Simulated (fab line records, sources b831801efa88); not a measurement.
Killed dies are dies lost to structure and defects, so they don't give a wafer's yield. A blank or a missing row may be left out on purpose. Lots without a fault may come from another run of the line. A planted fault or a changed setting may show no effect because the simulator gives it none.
A struck lot beside a sound one | flow sky130 | 15 steps out of a route of 708
Sound: wafers L543.2, L543.3, L543.4. Struck: wafers L548.1, L548.4, L548.6. The cause comes at the end.
At each step with rows: each side's tool, then ch and its chambers, then its first start. Under that, the readings that differ: sound wafers | struck wafers | difference of the means | sigmas: that difference in standard deviations of wafers without a fault.
alike: readings whose means differ by less than 2 such deviations, and words and numbers that are the same on both sides. not compared: withheld readings, readings that some wafer has no value for, bounds like >300 that may hide the same value, and numbers for which the record gives no deviation and whose values overlap.
The two part at a step that has a row with sigmas, a row that says differs or no value, or rows on one side only. Numbers that don't overlap but have no deviation are shown without sigmas and don't part them. A reading that every wafer of one side lacks parts them only if that side has two wafers or more.

SKY_PWDE_OVL_MEAS_07:
  sound on overlay-02, day 4 16:18; struck on overlay-01, day 6 04:08
  alike: PWDE_OVL
then, 1 step without rows for these wafers: SKY_PWDE_IMPLANT_08.
SKY_PWDE_STRIP_09: strips in O2/N2.
  sound on plasma_asher-04 ch 0,1, day 4 16:29; struck on plasma_asher-02 ch 0,1, day 6 04:19
  alike: chamber_pressure_mTorr, drypump_motor_current_A, oes_product_au, strip_time_to_endpoint_s
  not compared: rf_hours_counter_h
SKY_PWDE_TW_MEAS_10:
  sound on film_metro-03, day 4 16:35; struck on film_metro-01, day 6 04:25
  alike: PWDE_TW
then, 7 steps without rows for these wafers: SKY_NWELL_DEHYDRATE_03 (time 60 s); SKY_NWELL_HMDS_04 (prime time 58.45 s); SKY_NWELL_COAT_05 (resist thk 3000 nm); SKY_NWELL_SOFTBAKE_06; SKY_NWELL_EXPOSE_07 (exposes mask NWM, target cd 840 nm); SKY_NWELL_PEB_08; SKY_NWELL_DEVELOP_09 (develop time 60 s).
SKY_NWELL_OVL_MEAS_10:
  sound on overlay-01, day 5 09:18; struck on overlay-01, day 6 22:03
  reading           | sound          | struck        | difference | sigmas
  NWELL_00_OVL (nm) | -3.8 -5.3 -2.5 | 0.3 -1.2 -1.0 | +3.2       | +2
SKY_NWELL_IMPLANT_11:
  sound on implanter-02 ch 0, day 5 09:22; struck on implanter-04 ch 0, day 6 22:05
  reading                   | sound                | struck               | difference | sigmas
  beam_energy_keV           | 400.04 399.95 400.05 | 407.46 407.24 407.25 | +7.30      | +56
  model.implant.drp_nm (nm) | 116.9 116.9 116.9    | 118 118 118          | +1         |
then, 1 step without rows for these wafers: SKY_NWELL_IMPLANT_12.
-- the record jumps here: 42 days lie between the struck wafers' starts before and after (it left off in module NWELL and takes up again in module PAD_OPEN, whose first step shown is number 708 of the route) --
SKY_PAD_OPEN_PROBE_99:
  the record has rows for the struck wafers here (prober-01, day 48 12:56) and none for the sound ones

WHERE THEY PART
First at SKY_NWELL_OVL_MEAS_10; last, within this record, at SKY_PAD_OPEN_PROBE_99.

WHY: what the simulator had put in
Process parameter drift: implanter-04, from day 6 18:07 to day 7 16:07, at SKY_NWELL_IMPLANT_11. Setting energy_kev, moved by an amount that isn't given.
